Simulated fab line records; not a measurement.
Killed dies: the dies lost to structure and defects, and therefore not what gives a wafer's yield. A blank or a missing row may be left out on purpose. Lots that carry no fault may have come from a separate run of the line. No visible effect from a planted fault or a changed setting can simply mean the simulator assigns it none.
fab line records	flow gf180mcu
record lots=13	wafers=38	last_day=34
route steps=602 shown V2@408 M3@414 V4@499 PASSIVATION@587
lots untouched by any fault: they come from a run of this same line in which no faults occurred
start_h: the number of hours between the record's first day and the start of the first shown wafer of the lot	wait_h: hours since the lot's step before	" same as the row above	L1.1+2: one row covering several wafers at once	- value missing, or start not given	* or withheld: withheld	< > ~ a bound
route shown NAME@n: NAME is a module with steps in the file, n the number in the route of the first one	usual: the fault-free wafers' mean and standard deviation	same: alike in all rows	chamber/n: place in a boat	sites: readings site by site	_std_site: their standard deviation	_edge_site: outer sites' mean less inner sites'	radius_mm: for every site, how far away it sits from the centre of the wafer	mask NAME#n: copy n	behind: the most recent tool/chamber to have shaped the wafer	hold: why the lot went on hold/how many hours it stayed there/how the hold came to an end	device: the transistor (n, p or np) that didn't switch	end of line: at the end of the route, the tests of the same wafers	a step without rows: its recipe alone	killed: the dies lost at the first sort to structure and to defects; this is not the yield of the wafer	map: a wafer's dies, x killed, . not, _ none there
set.NAME: the setting the step ran with; set.NAME@STEP: the setting that earlier step ran with	model.NAME: the simulator's own value behind a step, which no gauge read
a sample of lots followed through the steps of the route, with each step as a table and each wafer as a row
services: from which hour (start_h, from the record's first day; less than 0 if before it) a tool's chamber was out of use, for how many hours, and why
## steps
# step GF_V2_CMP_26
# recipe stop_on=SiO2	down_force_psi=3.5	platen_rpm=60	t_overpolish_s=15	target_thk_nm=0	pad_velocity_m_s=0.94248
# usual motor_current_A=11.1/1.5	overpolish_run_s=15.000/0.0091	time_to_endpoint_s=85/3.9
lot.wafer	tool	chamber	start_h	wait_h	motor_current_A	overpolish_run_s	time_to_endpoint_s
L947.2	cmp-02	0	470.64	0.1	10.9	14.990	87
L947.4	"	1	"	"	12.4	14.990	85
L947.5	"	2	"	"	14.2	15.009	89
L948.3	cmp-01	0	486.37	0.0	10.4	15.001	93
L948.1	"	2	"	"	11.3	15.004	79
L948.5	"	0	"	"	10.8	14.999	91
L949.4	cmp-02	0	487.89	0.0	11.3	15.005	84
L949.2	"	3	"	"	9.8	15.021	80
L949.5	"	1	"	"	12.5	14.992	81
L950.3	cmp-01	3	502.05	0.0	9.9	14.992	82
L950.1	"	1	"	"	9.3	14.995	87
L950.5	"	0	"	"	10.2	15.010	90
L951.3	cmp-02	3	509.83	0.2	9.6	15.003	81
L951.5	"	0	"	"	10.7	14.991	89
L951.6	"	1	"	"	12.8	14.992	86
L953.1	cmp-01	3	535.19	0.1	9.1	15.000	84
L953.3	"	0	"	"	11.0	14.994	88
L953.5	"	1	"	"	9.3	15.010	89
L954.1	cmp-02	1	538.81	0.2	11.9	14.991	86
L954.3	"	3	"	"	9.8	14.999	80
L962.2	cmp-02	0	599.04	0.0	10.8	15.014	91
L962.3	"	1	"	"	12.3	15.006	85
L962.1	"	2	"	"	14.4	14.993	85
L963.3	cmp-02	2	614.55	0.1	13.5	15.006	86
L963.6	"	0	"	"	11.4	14.988	86
L963.5	"	1	"	"	12.7	15.012	82
L965.1	cmp-02	0	619.29	0.1	11.4	15.004	87
L965.3	"	1	"	"	12.7	14.993	86
L965.4	"	2	"	"	13.8	14.994	85
L967.3	cmp-02	3	637.85	0.0	9.4	15.006	79
L967.1	"	2	"	"	13.5	15.010	91
L967.6	"	0	"	"	11.0	15.011	84
L968.3	cmp-02	1	638.85	0.1	12.4	15.012	85
L968.4	"	2	"	"	12.9	15.002	89
L968.6	"	0	"	"	11.4	14.999	86
L969.1	cmp-02	2	660.40	0.1	13.4	15.017	91
L969.2	"	3	"	"	9.7	14.992	83
L969.6	"	3	"	"	9.5	15.004	85
# step GF_M3_RS_MEAS_05
# recipe thk_meas_gauge=four-point-probe	reads=TiN_of_M3_SPUTTER_04+Ti_of_M3_SPUTTER_03+AlCu_of_M3_SPUTTER_02+TiN_of_M3_SPUTTER_01+Ti_of_M3_SPUTTER_00
# usual M3_ALCU_RS=0.0696/0.00088
lot.wafer	tool	chamber	start_h	wait_h	M3_ALCU_RS[ohm/sq]
L947.2	film_metro-04	-	471.08	0.0	0.0697
L947.4	"	-	"	"	0.0694
L947.5	"	-	"	"	0.0710
L948.1	film_metro-04	-	486.89	0.0	0.0708
L948.3	"	-	"	"	0.0691
L948.5	"	-	"	"	0.0693
L949.2	film_metro-04	-	488.43	0.0	0.0699
L949.4	"	-	"	"	0.0689
L949.5	"	-	"	"	0.0690
L950.1	film_metro-02	-	502.57	0.0	0.0705
L950.3	"	-	"	"	0.0691
L950.5	"	-	"	"	0.0688
L951.3	film_metro-04	-	510.24	0.1	0.0688
L951.5	"	-	"	"	0.0709
L951.6	"	-	"	"	0.0693
L953.1	film_metro-02	-	535.61	0.0	0.0683
L953.3	"	-	"	"	0.0693
L953.5	"	-	"	"	0.0692
L954.1	film_metro-04	-	539.28	0.0	0.0679
L954.3	"	-	"	"	0.0690
L962.1	film_metro-02	-	599.56	0.0	0.0696
L962.2	"	-	"	"	0.0703
L962.3	"	-	"	"	0.0692
L963.3	film_metro-02	-	615.01	0.1	0.0699
L963.5	"	-	"	"	0.0699
L963.6	"	-	"	"	0.0700
L965.1	film_metro-02	-	619.76	0.0	0.0701
L965.3	"	-	"	"	0.0690
L965.4	"	-	"	"	0.0687
L967.1	film_metro-04	-	638.37	0.0	0.0686
L967.3	"	-	"	"	0.0680
L967.6	"	-	"	"	0.0690
L968.3	film_metro-01	-	639.36	0.1	0.0709
L968.4	"	-	"	"	0.0704
L968.6	"	-	"	"	0.0713
L969.1	film_metro-02	-	660.92	0.0	0.0684
L969.2	"	-	"	"	0.0679
L969.6	"	-	"	"	0.0676
# step GF_V4_CVD_23
# recipe material=W	target_thk_nm=350	time_s=104.9	temp_c=400	pressure_torr=40
# usual heater_power_w=854/81	run_length_s=132.6/0.64
lot.wafer	tool	chamber	start_h	wait_h	heater_power_w	run_length_s
L947.2	cvd_w-02	1	570.64	0.0	863	133.3
L947.4	"	1	"	"	860	133.7
L947.5	"	1	"	"	851	133.1
L948.1	cvd_w-02	1	590.59	0.0	841	133.5
L948.3	"	1	"	"	836	133.5
L948.5	"	0	"	"	837	131.7
L949.2	cvd_w-01	1	591.37	0.0	965	133.7
L949.4	"	1	"	"	998	132.7
L949.5	"	0	"	"	729	132.3
L950.1	cvd_w-02	1	595.39	0.0	842	133.1
L950.3	"	1	"	"	847	133.2
L950.5	"	1	"	"	849	132.9
L951.3	cvd_w-02	1	602.93	0.1	834	133.1
L951.5	"	0	"	"	850	131.9
L951.6	"	1	"	"	845	133.1
L953.1	cvd_w-02	0	625.92	0.0	855	131.7
L953.3	"	0	"	"	839	131.6
L953.5	"	1	"	"	848	133.0
L954.1	cvd_w-02	1	636.60	0.0	848	132.9
L954.3	"	0	"	"	839	131.5
L962.1	cvd_w-02	0	685.05	0.0	854	132.3
L962.2	"	1	"	"	858	133.4
L962.3	"	0	"	"	842	131.7
L963.3	cvd_w-02	1	699.05	0.1	842	133.3
L963.5	"	1	"	"	836	133.0
L963.6	"	0	"	"	858	131.6
L965.1	cvd_w-01	1	703.49	0.0	967	132.8
L965.3	"	1	"	"	951	132.9
L965.4	"	0	"	"	726	132.6
L967.1	cvd_w-01	0	719.39	0.0	747	132.0
L967.3	"	1	"	"	958	132.8
L967.6	"	1	"	"	959	132.8
L968.3	cvd_w-02	1	721.91	0.1	861	133.3
L968.4	"	0	"	"	836	131.6
L968.6	"	0	"	"	856	131.5
L969.1	cvd_w-01	0	739.73	0.0	750	132.3
L969.2	"	1	"	"	975	132.9
L969.6	"	0	"	"	743	132.8
# step GF_PASSIVATION_CVD_00
# recipe material=SiO2	target_thk_nm=1000	precursor=TEOS	temp_c=400	time_s=111.95	rf_w=600
# usual heater_power_w=662/110	run_length_s=139.9/0.56
lot.wafer	tool	chamber	start_h	wait_h	heater_power_w	run_length_s
L947.2	pecvd-03	0	659.28	0.0	542	140.8
L947.4	"	1	"	"	666	140.3
L947.5	"	0	"	"	592	141.3
L948.1	pecvd-01	2	675.78	0.0	656	139.6
L948.3	"	0	"	"	780	139.9
L948.5	"	2	"	"	694	139.2
L949.2	pecvd-01	0	676.65	0.0	780	139.6
L949.4	"	0	"	"	619	139.6
L949.5	"	2	"	"	715	138.9
L950.1	pecvd-02	1	681.58	0.0	799	140.2
L950.3	"	0	"	"	745	140.5
L950.5	"	2	"	"	669	140.1
L951.3	pecvd-02	1	688.18	0.0	681	139.8
L951.5	"	2	"	"	658	140.4
L951.6	"	0	"	"	619	140.1
L953.1	pecvd-02	1	708.83	0.0	674	144.9
L953.3	"	2	"	"	544	140.2
L953.5	"	0	"	"	764	145.1
L954.1	pecvd-02	0	718.87	0.0	622	144.2
L954.3	"	1	"	"	796	139.9
L962.1	pecvd-01	0	761.12	0.0	766	139.6
L962.2	"	2	"	"	688	138.8
L962.3	"	1	"	"	497	140.6
L963.3	pecvd-03	2	772.65	0.0	816	139.5
L963.5	"	2	"	"	838	139.2
L963.6	"	1	"	"	666	139.5
L965.1	pecvd-01	0	779.30	0.0	761	139.8
L965.3	"	2	"	"	688	138.9
L965.4	"	1	"	"	405	140.1
L967.1	pecvd-02	0	790.04	0.0	635	140.8
L967.3	"	2	"	"	661	140.4
L967.6	"	0	"	"	722	140.2
L968.3	pecvd-01	0	791.25	0.0	691	140.6
L968.4	"	1	"	"	488	140.3
L968.6	"	2	"	"	681	138.9
L969.1	pecvd-03	0	808.56	0.0	507	140.6
L969.2	"	1	"	"	738	139.6
L969.6	"	0	"	"	551	140.9
# step GF_PASSIVATION_THK_MEAS_01
# recipe reads=SiO2_of_PASSIVATION_CVD_00
# usual PASSIVATION_CVD_00_THK=999/14
lot.wafer	tool	chamber	start_h	wait_h	PASSIVATION_CVD_00_THK[nm]
L947.2	film_metro-02	-	659.37	0.0	991
L947.4	"	-	"	"	1003
L947.5	"	-	"	"	1003
L948.1	film_metro-03	-	675.86	0.0	984
L948.3	"	-	"	"	1003
L948.5	"	-	"	"	994
L949.2	film_metro-01	-	676.74	0.0	1016
L949.4	"	-	"	"	1022
L949.5	"	-	"	"	1002
L950.1	film_metro-03	-	681.66	0.0	999
L950.3	"	-	"	"	983
L950.5	"	-	"	"	1008
L951.3	film_metro-03	-	688.28	0.1	988
L951.5	"	-	"	"	1006
L951.6	"	-	"	"	1020
L953.1	film_metro-03	-	708.91	0.0	1032
L953.3	"	-	"	"	974
L953.5	"	-	"	"	1063
L954.1	film_metro-02	-	718.94	0.0	1048
L954.3	"	-	"	"	1001
L962.1	film_metro-03	-	761.20	0.0	995
L962.2	"	-	"	"	988
L962.3	"	-	"	"	980
L963.3	film_metro-01	-	772.75	0.1	1010
L963.5	"	-	"	"	1025
L963.6	"	-	"	"	1004
L965.1	film_metro-02	-	779.38	0.0	998
L965.3	"	-	"	"	995
L965.4	"	-	"	"	1013
L967.1	film_metro-01	-	790.12	0.0	1015
L967.3	"	-	"	"	992
L967.6	"	-	"	"	1020
L968.3	film_metro-02	-	791.35	0.1	986
L968.4	"	-	"	"	994
L968.6	"	-	"	"	994
L969.1	film_metro-01	-	808.64	0.0	988
L969.2	"	-	"	"	977
L969.6	"	-	"	"	1002
## services
tool	chamber	start_h	hours	kind
pecvd-02	-	464.34	5.5	pm
pecvd-01	-	550.27	14.6	pm
cmp-02	-	556.30	5.4	pm
cmp-02	-	566.81	1.6	repair
pecvd-01	-	587.62	1.8	repair
pecvd-01	-	591.12	14.0	pm
pecvd-02	1	602.88	7.3	repair
cvd_w-02	1	612.40	10.1	repair
pecvd-01	-	612.77	2.8	pm
pecvd-01	0	617.85	2.8	repair
cmp-02	-	654.74	0.7	repair
cmp-02	-	665.92	6.6	pm
pecvd-02	0	670.97	2.5	repair
pecvd-02	0	700.02	7.0	repair
cmp-02	-	701.79	13.8	pm
pecvd-02	0	724.72	22.1	repair
cmp-02	-	738.91	1.8	repair
cmp-02	-	744.45	4.0	pm
pecvd-01	-	751.10	1.1	repair
cmp-02	-	762.77	1.3	repair
cvd_w-02	-	785.34	6.0	pm
cvd_w-02	0	791.41	8.4	repair
cmp-02	-	801.27	2.1	repair
cmp-02	-	801.80	0.2	repair
## key
first_sign step=GF_PASSIVATION_CVD_00	reading=run_length_s	direction=up	sigmas=8.5	usual=*	struck=*
effect step=GF_PASSIVATION_THK_MEAS_01	reading=PASSIVATION_CVD_00_THK	direction=up	sigmas=3.6	usual=999	struck=1048
met_at GF_PASSIVATION_CVD_00
struck_lots L953,L954
struck_wafers L953.1,L953.5,L954.1
not_acting_at GF_V2_CMP_26,GF_M3_RS_MEAS_05,GF_V4_CVD_23
onset_between 688.18 708.83
fault kind=process_parameter_drift	tool=pecvd-02	chamber=-	onset_h=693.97	steps=GF_PASSIVATION_CVD_00	channel=time_s	offset=*	shape=step	end_h=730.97	scope=struck_wafers_only	acts_in=*	stated=*
